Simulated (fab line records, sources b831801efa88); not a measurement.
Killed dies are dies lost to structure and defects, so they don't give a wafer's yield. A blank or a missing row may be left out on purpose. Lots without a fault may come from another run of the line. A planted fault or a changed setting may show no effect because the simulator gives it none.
fab line records | flow gf180mcu
record lots=5 wafers=15 last_day=34
route steps=602 shown V2@398 M3@409
lots that met no fault: from a run of the same line without faults
start_h: hours from the record's first day to the start of the lot's first wafer shown | wait_h: hours since the lot's step before | " the same as in the row above | L1.1+2: a row that stands for several wafers | - no value, or no start given | * or withheld: withheld | < > ~ a bound
route shown NAME@n: a module of which the file shows steps, and the number in the route of the first | usual: mean/standard deviation of fault-free wafers | same: alike in all rows | chamber/n: place in a boat | sites: the reading at each site | _std_site: their standard deviation | _edge_site: outer sites' mean less inner sites' | radius_mm: how far each site lies from the wafer's centre | mask NAME#n: copy n | behind: the tool/chamber that last shaped the wafer | hold: why the lot was held/for how many hours/how that ended | device: the transistor (n, p or np) that didn't switch | end of line: the same wafers' tests at the end of the route | a step without rows: its recipe alone | killed: dies lost to structure and defects at the first sort, not the wafer's yield | map: a wafer's dies, x killed, . not, _ none there
set.NAME: the setting as run; set.NAME@STEP: as run at that earlier step | model.NAME: the simulator's own value behind a step, which no gauge read
lots at some steps of the route; a table a step, a row a wafer
services: from which hour (start_h, from the record's first day; less than 0 if before it) a tool's chamber was out of use, for how many hours, and why
## steps
# step GF_V2_ETCH_16
# recipe chemistry=N2/H2 target_depth_a=withheld overetch_a=withheld time_s=withheld target=BARC ion_energy_ev=200 source_w=500 bias_w=100 pressure_mtorr=30 n2_flow_sccm=100 h2_flow_sccm=200
# step GF_V2_ETCH_17
# recipe chemistry=C4F8/O2/Ar mask_material=KrF target=SiO2 stop_on=TiN source_w=1500 bias_w=1200 pressure_mtorr=40 c4f8_flow_sccm=withheld O2_flow_sccm=6 Ar_flow_sccm=300 time_s=withheld target_depth_a=6300
# usual oes_product_au=0.856/0.0045
# columns lot.wafer tool chamber start_h wait_h oes_product_au
L992.1 rie_diel-01 0 - - 0.857
L992.3 " 1 " " 0.846
L992.5 " 0 " " 0.859
L994.2 rie_diel-02 3 - - 0.855
L994.3 " 0 " " 0.854
L994.6 " 3 " " 0.857
L100.2 rie_diel-02 1 - - 0.857
L100.3 " 3 " " 0.856
L100.5 " 3 " " 0.857
L106.1 rie_diel-01 2 - - 0.852
L106.4 " 3 " " 0.861
L106.6 " 1 " " 0.857
L108.3 rie_diel-01 2 - - 0.854
L108.4 " 1 " " 0.867
L108.6 " 1 " " 0.856
# step GF_V2_STRIP_18
# recipe chemistry=O2/N2 power_w=1400 pressure_mtorr=1500 platen_temp_c=250 o2_flow_sccm=3000 n2_flow_sccm=300 overash_fraction=0.5
# usual drypump_motor_current_A=5.6/0.51 heater_power_w=330/10 oes_product_au=0.592/0.0046
# columns lot.wafer tool chamber start_h wait_h drypump_motor_current_A heater_power_w oes_product_au rf_hours_counter_h
L992.1 plasma_asher-04 1 521.01 - 4.9 328 0.595 90
L992.3 " 1 " " 4.9 316 0.588 -
L992.5 " 1 " " 4.9 324 0.599 -
L994.2 plasma_asher-04 0 539.89 - 5.7 323 0.598 92
L994.3 " 1 " " 4.9 324 0.600 -
L994.6 " 0 " " 5.7 329 0.592 -
L100.2 plasma_asher-04 1 590.34 - 4.9 330 0.596 96
L100.3 " 1 " " 4.9 317 0.600 -
L100.5 " 0 " " 5.7 332 0.596 -
L106.1 plasma_asher-01 1 630.29 - 5.3 343 0.591 57
L106.4 " 1 " " 5.3 342 0.593 -
L106.6 " 1 " " 5.3 342 0.598 -
L108.3 plasma_asher-04 0 643.65 - 5.7 322 0.592 -
L108.4 " 1 " " 4.9 322 0.588 -
L108.6 " 1 " " 4.9 315 0.589 -
# step GF_V2_STRIP_19
# recipe chemistry=post_etch_residue_remover time_s=1200 temp_c=72.5
# step GF_V2_CLEAN_20
# recipe chemistry=DIW dry=n2_spin
# step GF_V2_SPUTTER_21
# recipe material=Ti target_thk_nm=15 chamber_pressure_pa=5 power_w=2500 substrate_temp_c=200 time_s=80.02
# usual throttle_valve_pct=30.1/1.2
# columns lot.wafer tool chamber start_h wait_h throttle_valve_pct
L992.1 pvd_sputter-01 - 521.55 0.0 31.1
L992.3 " - " " 30.6
L992.5 " - " " 31.0
L994.2 pvd_sputter-02 - 540.42 0.0 30.3
L994.3 " - " " 31.8
L994.6 " - " " 32.0
L100.2 pvd_sputter-01 - 590.87 0.0 31.6
L100.3 " - " " 28.0
L100.5 " - " " 31.0
L106.1 pvd_sputter-02 - 630.82 0.0 28.8
L106.4 " - " " 30.1
L106.6 " - " " 28.7
L108.3 pvd_sputter-04 - 644.15 0.0 29.1
L108.4 " - " " 29.5
L108.6 " - " " 28.8
# step GF_V2_SPUTTER_22
# recipe material=TiN target_thk_nm=10 chamber_pressure_pa=5 power_w=4000 time_s=40
# usual throttle_valve_pct=30.1/1.2
# columns lot.wafer tool chamber start_h wait_h throttle_valve_pct
L992.1 pvd_sputter-01 - 521.61 0.0 31.1
L992.3 " - " " 30.5
L992.5 " - " " 31.1
L994.2 pvd_sputter-02 - 540.48 0.0 30.2
L994.3 " - " " 31.7
L994.6 " - " " 31.7
L100.2 pvd_sputter-01 - 590.93 0.0 31.2
L100.3 " - " " 27.9
L100.5 " - " " 30.9
L106.1 pvd_sputter-02 - 630.88 0.0 29.0
L106.4 " - " " 30.3
L106.6 " - " " 29.0
L108.3 pvd_sputter-04 - 644.21 0.0 28.7
L108.4 " - " " 29.5
L108.6 " - " " 28.9
# step GF_V2_CVD_23
# recipe material=W target_thk_nm=350 time_s=104.94 temp_c=400 pressure_torr=40
# usual heater_power_w=866/26
# columns lot.wafer tool chamber start_h wait_h heater_power_w
L992.1 cvd_w-01 1 521.65 0.0 827
L992.3 " 0 " " 857
L992.5 " 1 " " 859
L994.2 cvd_w-02 1 540.52 0.0 909
L994.3 " 1 " " 915
L994.6 " 1 " " 907
L100.2 cvd_w-02 1 590.97 0.0 917
L100.3 " 0 " " 828
L100.5 " 1 " " 912
L106.1 cvd_w-01 0 630.92 0.0 869
L106.4 " 1 " " 866
L106.6 " 1 " " 873
L108.3 cvd_w-01 1 644.29 0.1 863
L108.4 " 0 " " 884
L108.6 " 0 " " 892
# step GF_V2_RS_MEAS_24
# recipe thk_meas_gauge=four-point-probe reads=W_of_V2_CVD_23+TiN_of_V2_SPUTTER_22+Ti_of_V2_SPUTTER_21
# usual V2_W_RS=0.328/0.0037
# columns lot.wafer tool chamber start_h wait_h V2_W_RS[ohm/sq]
L992.1 film_metro-03 - 521.77 0.1 0.328
L992.3 " - " " 0.328
L992.5 " - " " 0.332
L994.2 film_metro-03 - 540.69 0.1 0.324
L994.3 " - " " 0.329
L994.6 " - " " 0.329
L100.2 film_metro-04 - 591.10 0.1 0.329
L100.3 " - " " 0.327
L100.5 " - " " 0.330
L106.1 film_metro-04 - 631.03 0.1 0.332
L106.4 " - " " 0.331
L106.6 " - " " 0.332
L108.3 film_metro-04 - 644.40 0.1 0.325
L108.4 " - " " 0.329
L108.6 " - " " 0.325
# step GF_V2_THK_MEAS_25
# recipe thk_meas_gauge=xrf reads=W_of_V2_CVD_23
# usual V2_W_THK=347/4.7
# columns lot.wafer tool chamber start_h wait_h V2_W_THK[nm]
L992.1 film_metro-03 - 521.89 0.1 346
L992.3 " - " " 345
L992.5 " - " " 344
L994.2 film_metro-03 - 540.80 0.1 355
L994.3 " - " " 350
L994.6 " - " " 352
L100.2 film_metro-04 - 591.21 0.1 344
L100.3 " - " " 348
L100.5 " - " " 343
L106.1 film_metro-04 - 631.15 0.1 341
L106.4 " - " " 342
L106.6 " - " " 341
L108.3 film_metro-04 - 644.50 0.1 346
L108.4 " - " " 344
L108.6 " - " " 346
# step GF_V2_CMP_26
# recipe stop_on=SiO2 down_force_psi=3.5 platen_rpm=60 t_overpolish_s=15 target_thk_nm=0 pad_velocity_m_s=0.94248
# step GF_M3_SPUTTER_00
# recipe material=Ti target_thk_nm=37.5 arriving_ion_energy_ev=80 substrate_temp_c=200 chamber_pressure_pa=2 power_w=4000 time_s=150
# step GF_M3_SPUTTER_01
# recipe material=TiN target_thk_nm=30 power_w=6500 time_s=25 chamber_pressure_pa=0.4
# usual throttle_valve_pct=29.8/1
# columns lot.wafer tool chamber start_h wait_h throttle_valve_pct model.TiN_of_M3_SPUTTER_01.thk_nm
L992.1 pvd_sputter-03 - 522.35 0.1 30.4 29.92
L992.3 " - " " 31.0 29.91
L992.5 " - " " 30.8 29.95
L994.2 pvd_sputter-04 - 541.25 0.1 28.7 30.01
L994.3 " - " " 28.5 29.94
L994.6 " - " " 29.7 29.84
L100.2 pvd_sputter-04 - 591.66 0.1 29.9 30.14
L100.3 " - " " 28.8 21.02
L100.5 " - " " 29.9 30.03
L106.1 pvd_sputter-01 - 631.61 0.1 28.1 30.35
L106.4 " - " " 31.1 30.14
L106.6 " - " " 30.7 30.49
L108.3 pvd_sputter-01 - 644.94 0.1 30.6 30.33
L108.4 " - " " 27.9 30.21
L108.6 " - " " 28.0 30.33
# step GF_M3_SPUTTER_02
# recipe material=AlCu target_thk_nm=450 power_w=10600 time_s=23.9 chamber_pressure_pa=0.4
## services
# columns tool chamber start_h hours kind
rie_diel-02 2 497.42 2.5 repair
pvd_sputter-04 - 504.29 16.0 repair
pvd_sputter-02 - 507.41 1.7 repair
pvd_sputter-01 - 510.15 2.3 repair
rie_diel-02 3 510.82 9.0 repair
rie_diel-02 - 536.88 2.8 repair
rie_diel-01 1 547.66 2.7 repair
cvd_w-01 - 549.62 0.3 repair
rie_diel-01 1 552.32 36.0 repair
pvd_sputter-02 - 555.71 0.6 repair
rie_diel-02 2 560.71 9.8 repair
pvd_sputter-01 2 561.32 - consumable_replace:kit
pvd_sputter-01 2 561.32 18.0 scheduled_down
pvd_sputter-01 2 561.32 18.0 vent_cycle
plasma_asher-04 - 566.84 10.2 repair
rie_diel-02 0 566.88 6.3 repair
pvd_sputter-03 - 577.76 1.9 repair
rie_diel-02 0 585.59 2.6 repair
pvd_sputter-04 - 585.82 1.3 repair
plasma_asher-04 - 585.91 2.8 pm
plasma_asher-04 - 588.67 0.5 repair
plasma_asher-01 - 600.50 7.9 repair
cvd_w-01 0 603.61 4.4 repair
plasma_asher-01 - 636.15 0.4 repair
## key
first_sign none at tools or gauges
model_effect step=GF_M3_SPUTTER_01 value=TiN_of_M3_SPUTTER_01.thk_nm without=30.18 struck=21.02
met_at GF_M3_SPUTTER_01
struck_wafers L100.3
onset_between 541.25 591.66
fault kind=process_parameter_drift tool=pvd_sputter-04 chamber=- onset_h=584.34 steps=GF_M3_SPUTTER_01 channel=target_thk_nm offset=-9.1618 shape=step end_h=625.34 scope=struck_wafers_only acts_in=these_recipes_only stated=30
